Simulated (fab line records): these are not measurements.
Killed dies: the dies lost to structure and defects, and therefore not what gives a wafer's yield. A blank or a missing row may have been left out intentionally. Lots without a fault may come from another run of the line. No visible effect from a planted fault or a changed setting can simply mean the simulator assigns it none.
Comparing a struck lot with a sound one :: flow sky130 :: 16 steps out of a route of 708
Sound: these wafers, L615.2, L615.4, L615.6. Struck: wafer L623.5. (L623.2 of the same lot was not struck and is left out.) The cause comes at the end.
At each step with rows: each side's tool, then ch and its chambers, then its first start. Under that, the readings that differ: sound wafers :: struck wafers :: difference of the means :: sigmas: that difference in standard deviations of wafers without a fault.
alike: same words and numbers on both sides, and readings whose means sit less than 2 such deviations apart. not compared: any withheld reading, any reading some wafer has no value for, any bound like >300 that may hide the same value, and any number with overlapping values for which the record gives no deviation.
Wherever a step has rows on one side only, a row that says differs or no value, or a row with sigmas, the two part there. Numbers that don't overlap but have no deviation are shown without sigmas and don't part them. Lack of a reading on every wafer of one side parts them only where that side has two or more wafers.

SKY_SD_N_OVL_MEAS_08:
  sound on overlay-02, day 30 12:19; struck on overlay-02, day 32 07:28
  alike: SD_N_OVL
then, 2 steps without rows for these wafers: SKY_SD_N_IMPLANT_09; SKY_SD_N_IMPLANT_10.
SKY_SD_N_STRIP_11: strips in O2/N2.
  sound on plasma-asher-01 ch 0,1, day 30 12:38; struck on plasma-asher-01 ch 1, day 32 07:48
  alike: drypump-motor-current-A, oes-product-au, strip-time-to-endpoint-s
  not compared: rf-hours-counter-h
SKY_SD_N_TW_MEAS_12:
  sound on film-metro-02, day 30 12:45; struck on film-metro-02, day 32 07:55
  alike: SD_N_TW
then, 1 step without rows for these wafers: SKY_SD_N_CLEAN_13 (cleans in SC1/SC2, time 150 s).
SKY_SD_N_RTA_14: time 2 s.
  sound on rtp-anneal-01 ch 0, day 30 12:52; struck on rtp-anneal-02 ch 0, day 32 08:02
  alike: anneal-temp-c-max, lamp-power-pct, wafer_temp_C_max
SKY_SD_N_RS_MEAS_16: measurement is done with a four-point probe.
  sound on film-metro-01, day 30 13:02; struck on film-metro-03, day 32 08:13
  alike: SD_N_RS
SKY_SD_N_RS_MEAS_17: measurement is done with a four-point probe.
  sound on film-metro-01, day 30 13:10; struck on film-metro-03, day 32 08:20
  alike: SD_P_RS
SKY_SD_N_RS_MEAS_18: measurement is done with a four-point probe.
  sound on film-metro-01, day 30 13:17; struck on film-metro-03, day 32 08:27
  alike: RES_XHIGH_RS
then, 1 step without rows for these wafers: SKY_SALICIDE_CLEAN_00 (cleans in HF-last, time 30 s).
SKY_LI_CONTACT_HDPCVD_00: deposits PSG, target thk 930 nm, time 155 s.
  sound on hdpcvd-02 ch 0,1,2, day 30 13:24; struck on hdpcvd-02 ch 2, day 32 08:34
reading: model.PSG_of_LI_CONTACT_HDPCVD_00.thk-nm (nm)
sound: 929 936.6 937.8
struck: 1658
difference: +724
sigmas: 
SKY_LI_CONTACT_THK_MEAS_01:
  sound on film-metro-03, day 30 13:31; struck on film-metro-03, day 32 08:41
reading: LI_CONTACT_HDPCVD_THK (nm)
sound: 929 937 937
struck: 1657
difference: +723
sigmas: +89
SKY_LI_CONTACT_CMP_02: polishes PSG.
  sound on cmp-01 ch 0,2,3, day 30 13:34; struck on cmp-02 ch 0, day 32 09:02
reading: motor-current-A (A)
sound: 13.7 12.7 13.3
struck: 11.2
difference: -2.0
sigmas: -2

reading: time-to-endpoint-s (s)
sound: 33 31 35
struck: 100
difference: +67
sigmas: +21
  alike: retaining-ring-pressure-frac
SKY_LI_CONTACT_BOW_MEAS_03:
  sound on film-metro-02, day 30 13:53; struck on film-metro-01, day 32 09:16
  alike: LI_CONTACT_BOW
then, 1 step without rows for these wafers: SKY_PAD_OPEN_PROBE_99.

WHERE THEY PART
Earliest at SKY_LI_CONTACT_THK_MEAS_01; latest, in this record, at SKY_LI_CONTACT_CMP_02. Later steps at which nothing parts them and some readings are alike: SKY_LI_CONTACT_BOW_MEAS_03.

WHY: the cause the simulator had injected
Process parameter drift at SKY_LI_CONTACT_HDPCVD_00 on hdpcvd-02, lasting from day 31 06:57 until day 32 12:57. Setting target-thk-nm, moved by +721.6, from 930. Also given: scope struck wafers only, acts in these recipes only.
